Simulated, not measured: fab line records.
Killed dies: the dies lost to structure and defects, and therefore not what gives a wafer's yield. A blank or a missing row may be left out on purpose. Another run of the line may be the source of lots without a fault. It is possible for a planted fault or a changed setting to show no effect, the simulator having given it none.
What tool caused it? | flow gf180mcu | 24 lots with 72 wafers sampled at 6 steps, on a route of 602 steps

== WHAT EACH GAUGE READ, for each wafer ==
GF_V3_THK_MEAS_01.
lot  | measured     | on            | V3_CVD_00_THK (nm)
L074 | day 21 07:17 | film_metro-02 | 599 608 598
L075 | day 21 11:09 | film_metro-03 | 611 609 605
L076 | day 22 06:29 | film_metro-04 | 608 606 603
L077 | day 22 09:35 | film_metro-04 | 606 608 612
L078 | day 23 00:49 | film_metro-03 | 597 604 600
L079 | day 23 03:00 | film_metro-03 | 602 604 602
L080 | day 23 14:29 | film_metro-04 | 605 608 606
L081 | day 24 03:17 | film_metro-02 | 591 594 594
L082 | day 24 07:40 | film_metro-04 | 598 593 600
L083 | day 24 11:14 | film_metro-02 | 603 606 607
L084 | day 25 04:26 | film_metro-04 | 586 582 597
L085 | day 25 08:43 | film_metro-02 | 590 591 594
L086 | day 25 22:02 | film_metro-04 | 595 592 605
L087 | day 26 02:43 | film_metro-03 | 593 603 596
L088 | day 26 13:01 | film_metro-02 | 594 595 606
L089 | day 26 23:09 | film_metro-04 | 603 599 596
L090 | day 27 04:11 | film_metro-02 | 595 609 598
L091 | day 27 06:46 | film_metro-04 | 601 603 600
L092 | day 27 19:59 | film_metro-04 | 594 597 599
L093 | day 27 23:26 | film_metro-04 | 604 601 594
L094 | day 28 04:06 | film_metro-04 | 600 594 604
L095 | day 28 07:04 | film_metro-03 | 603 598 593
L096 | day 28 17:04 | film_metro-02 | 587 600 601
L097 | day 28 23:56 | film_metro-02 | 607 603 598

GF_V4_CD_MEAS_14: the cd target is 260 nm.
lot  | measured     | on        | cd_nm (nm)
L074 | day 24 08:46 | cd_sem-02 | 261.4 260.9 262.3
L075 | day 24 11:00 | cd_sem-02 | 261.5 259.6 259.2
L076 | day 25 06:51 | cd_sem-01 | 258.6 259.3 258.3
L077 | day 25 09:12 | cd_sem-02 | 258.0 258.5 258.7
L078 | day 25 21:52 | cd_sem-01 | 260.8 261.1 260.9
L079 | day 25 23:54 | cd_sem-01 | 261.2 261.1 260.0
L080 | day 26 11:22 | cd_sem-01 | 260.3 260.8 259.7
L081 | day 26 23:52 | cd_sem-01 | 261.7 260.9 260.3
L082 | day 27 02:57 | cd_sem-02 | 261.3 260.5 260.4
L083 | day 27 07:15 | cd_sem-01 | 257.3 258.3 258.5
L084 | day 27 22:55 | cd_sem-01 | 260.4 258.4 259.9
L085 | day 28 03:25 | cd_sem-01 | 260.8 258.8 258.5
L086 | day 28 13:45 | cd_sem-01 | 259.1 259.6 259.0
L087 | day 28 18:59 | cd_sem-02 | 259.3 261.0 258.8
L088 | day 29 04:54 | cd_sem-02 | 260.9 259.3 260.5
L089 | day 29 12:37 | cd_sem-01 | 260.3 259.8 259.6
L090 | day 29 18:47 | cd_sem-02 | 259.6 258.8 258.3
L091 | day 29 21:49 | cd_sem-01 | 260.3 260.0 260.3
L092 | day 30 08:24 | cd_sem-02 | 261.3 261.3 262.7
L093 | day 30 11:57 | cd_sem-01 | 260.2 260.9 260.4
L094 | day 30 16:33 | cd_sem-01 | 261.5 262.4 261.7
L095 | day 30 20:54 | cd_sem-01 | 258.4 260.3 259.1
L096 | day 31 04:30 | cd_sem-01 | 261.4 261.7 262.5
L097 | day 31 12:04 | cd_sem-02 | 260.7 261.6 261.1

GF_MIM_THK_MEAS_06.
lot  | measured     | on            | MIM_CVD_05_THK (nm)
L074 | day 24 10:34 | film_metro-01 | 41.1 41.6 41.5
L075 | day 24 12:47 | film_metro-01 | 41.5 41.5 43.1
L076 | day 25 08:39 | film_metro-01 | 42.0 41.5 41.3
L077 | day 25 11:28 | film_metro-01 | 43.2 41.5 42.8
L078 | day 25 23:43 | film_metro-01 | 41.5 42.2 42.6
L079 | day 26 01:41 | film_metro-02 | 41.6 41.3 41.7
L080 | day 26 13:08 | film_metro-02 | 41.6 40.7 42.1
L081 | day 27 01:39 | film_metro-04 | 41.2 42.8 41.8
L082 | day 27 04:43 | film_metro-04 | 41.9 41.3 42.3
L083 | day 27 09:01 | film_metro-01 | 41.3 42.2 41.6
L084 | day 28 00:40 | film_metro-01 | 40.4 41.6 41.6
L085 | day 28 05:11 | film_metro-01 | 40.9 40.8 41.8
L086 | day 28 15:31 | film_metro-01 | 42.0 41.6 42.1
L087 | day 28 20:44 | film_metro-02 | 41.3 42.3 42.6
L088 | day 29 06:40 | film_metro-04 | 41.8 41.7 42.2
L089 | day 29 14:31 | film_metro-01 | 40.6 41.3 41.2
L090 | day 29 20:32 | film_metro-01 | 40.8 41.8 42.5
L091 | day 29 23:35 | film_metro-01 | 42.1 41.4 42.4
L092 | day 30 10:11 | film_metro-04 | 41.1 40.9 41.4
L093 | day 30 13:48 | film_metro-01 | 41.6 41.5 42.8
L094 | day 30 18:29 | film_metro-04 | 42.1 41.5 42.1
L095 | day 30 22:43 | film_metro-01 | 41.8 42.3 42.4
L096 | day 31 06:16 | film_metro-04 | 41.3 41.6 40.6
L097 | day 31 13:49 | film_metro-04 | 41.6 41.4 41.4

GF_M5_CD_MEAS_07: the cd target is 280 nm.
lot  | measured     | on        | cd_nm (nm)
L074 | day 26 06:08 | cd_sem-02 | 282.3 282.5 280.1
L075 | day 26 08:07 | cd_sem-02 | 281.0 278.9 279.7
L076 | day 27 03:04 | cd_sem-01 | 281.9 281.2 280.7
L077 | day 27 05:46 | cd_sem-01 | 280.5 279.3 280.4
L078 | day 27 15:58 | cd_sem-01 | 280.0 279.4 280.7
L079 | day 27 18:33 | cd_sem-01 | 281.5 279.9 280.5
L080 | day 28 05:55 | cd_sem-01 | 279.9 281.5 280.2
L081 | day 28 18:34 | cd_sem-01 | 281.3 281.1 281.0
L082 | day 28 20:46 | cd_sem-01 | 279.1 280.1 279.7
L083 | day 29 00:10 | cd_sem-01 | 280.5 280.5 280.7
L084 | day 29 16:08 | cd_sem-01 | 278.6 279.0 279.0
L085 | day 29 19:58 | cd_sem-02 | 281.8 280.6 281.6
L086 | day 30 04:49 | cd_sem-02 | 282.4 280.6 281.9
L087 | day 30 10:43 | cd_sem-01 | 279.3 278.2 278.9
L088 | day 30 19:54 | cd_sem-02 | 282.1 281.2 281.8
L089 | day 31 03:04 | cd_sem-01 | 278.8 278.5 278.9
L090 | day 31 08:40 | cd_sem-02 | 279.5 279.5 278.9
L091 | day 31 11:46 | cd_sem-01 | 280.9 281.8 281.7
L092 | day 31 21:48 | cd_sem-01 | 279.4 279.4 280.8
L093 | day 32 00:37 | cd_sem-01 | 279.6 281.3 279.5
L094 | day 32 06:13 | cd_sem-01 | 278.3 278.7 277.7
L095 | day 32 09:34 | cd_sem-02 | 281.0 279.9 280.6
L096 | day 32 16:26 | cd_sem-02 | 281.1 281.1 280.1
L097 | day 32 23:39 | cd_sem-01 | 282.4 280.5 280.6

GF_TOP_METAL_OVL_MEAS_15.
lot  | measured     | on         | TOP_METAL_OVL (nm)
L074 | day 28 02:26 | overlay-01 | 3.8 3.4 2.6
L075 | day 28 04:42 | overlay-01 | 2.2 2.2 1.6
L076 | day 28 22:31 | overlay-01 | 3.1 2.3 2.3
L077 | day 29 00:22 | overlay-02 | 1.2 1.4 2.9
L078 | day 29 09:41 | overlay-02 | 3.1 3.0 2.0
L079 | day 29 12:16 | overlay-01 | 1.4 2.1 2.1
L080 | day 29 23:37 | overlay-01 | 4.1 3.2 2.7
L081 | day 30 10:55 | overlay-02 | 1.6 -1.0 -0.6
L082 | day 30 14:02 | overlay-01 | 2.8 3.1 1.2
L083 | day 30 17:00 | overlay-01 | 2.6 4.3 2.0
L084 | day 31 07:43 | overlay-02 | 2.2 4.0 1.2
L085 | day 31 11:46 | overlay-02 | 1.0 1.9 1.6
L086 | day 31 18:52 | overlay-02 | 0.6 0.0 -0.2
L087 | day 32 00:24 | overlay-02 | 0.4 0.1 1.1
L088 | day 32 10:04 | overlay-02 | 4.6 2.9 3.4
L089 | day 32 16:52 | overlay-01 | 1.8 1.1 2.6
L090 | day 32 20:51 | overlay-02 | 2.2 1.9 4.3
L091 | day 33 00:40 | overlay-02 | 2.6 2.2 2.7
L092 | day 33 09:32 | overlay-01 | 2.0 1.7 1.9
L093 | day 33 11:43 | overlay-01 | 1.1 -0.9 -2.3
L094 | day 33 17:56 | overlay-01 | 0.7 0.2 1.6
L095 | day 33 20:32 | overlay-02 | 2.2 1.7 2.5
L096 | day 34 03:05 | overlay-02 | 0.0 -1.0 -1.7
L097 | day 34 09:46 | overlay-02 | 0.6 0.2 -0.3

GF_PASSIVATION_BOW_MEAS_14.
lot  | measured     | on            | PASSIVATION_BOW (um)
L074 | day 29 01:26 | film_metro-02 | 139 151 147
L075 | day 29 03:13 | film_metro-02 | 141 140 157
L076 | day 29 20:04 | film_metro-02 | 141 139 127
L077 | day 29 22:31 | film_metro-03 | 168 162 151
L078 | day 30 06:22 | film_metro-02 | 125 140 136
L079 | day 30 09:52 | film_metro-03 | 150 139 140
L080 | day 30 20:46 | film_metro-01 | 141 140 132
L081 | day 31 07:32 | film_metro-03 | 146 165 152
L082 | day 31 10:28 | film_metro-01 | 152 142 146
L083 | day 31 13:16 | film_metro-03 | 143 149 143
L084 | day 32 03:55 | film_metro-03 | 128 126 120
L085 | day 32 07:55 | film_metro-01 | 128 135 131
L086 | day 32 14:25 | film_metro-01 | 144 137 132
L087 | day 32 19:55 | film_metro-03 | 142 135 154
L088 | day 33 05:04 | film_metro-02 | 127 136 141
L089 | day 33 11:55 | film_metro-02 | 138 142 146
L090 | day 33 15:37 | film_metro-01 | 138 151 136
L091 | day 33 19:37 | film_metro-03 | 144 149 146
L092 | day 34 03:52 | film_metro-02 | 138 130 139
L093 | day 34 05:46 | film_metro-01 | 147 125 136
L094 | day 34 12:04 | film_metro-03 | 129 144 121
L095 | day 34 14:55 | film_metro-01 | 135 149 142
L096 | day 34 20:52 | film_metro-03 | 141 138 140
L097 | day 35 03:13 | film_metro-01 | 142 142 143

== EACH LOT AND THE TOOL THAT RAN IT (in order: tool; ch and the chambers of the sampled wafers; start) ==
The record shows no process step preceding these readings.

== WHAT THE TOOLS THEMSELVES READ (means of the sampled wafers that have a number; where no wafer has one, the mark that the record gives instead) ==
The record holds no such reading with a usual standard deviation.

== THE ANSWER, worked out from the rows above alone ==
Rule: the usual values come from the lots themselves. Put in order of their means at a reading, lots are off if they are a third of the lots or fewer, leave a main group of 4 or more, and stand apart from it by a gap of 3 or more times the standard deviation of the main group's means; of several such gaps the widest counts. If all means in a main group match to the digits the tables above print for the reading, that group is not used. Also off: a lot with no number at a reading for which 4 or more lots have one. All remaining lots with rows at the step are treated as sound. The gauges are gone through in route order, then the tools' own readings, and for those a lot's mean is taken as printed above. The first step at which some lot is off is used, and at that step the reading that is off furthest; a lot without a number counts as furthest.
No lot is off at any reading shown: from this, nothing can be told.

== WHAT THE SIMULATOR PUT IN ==
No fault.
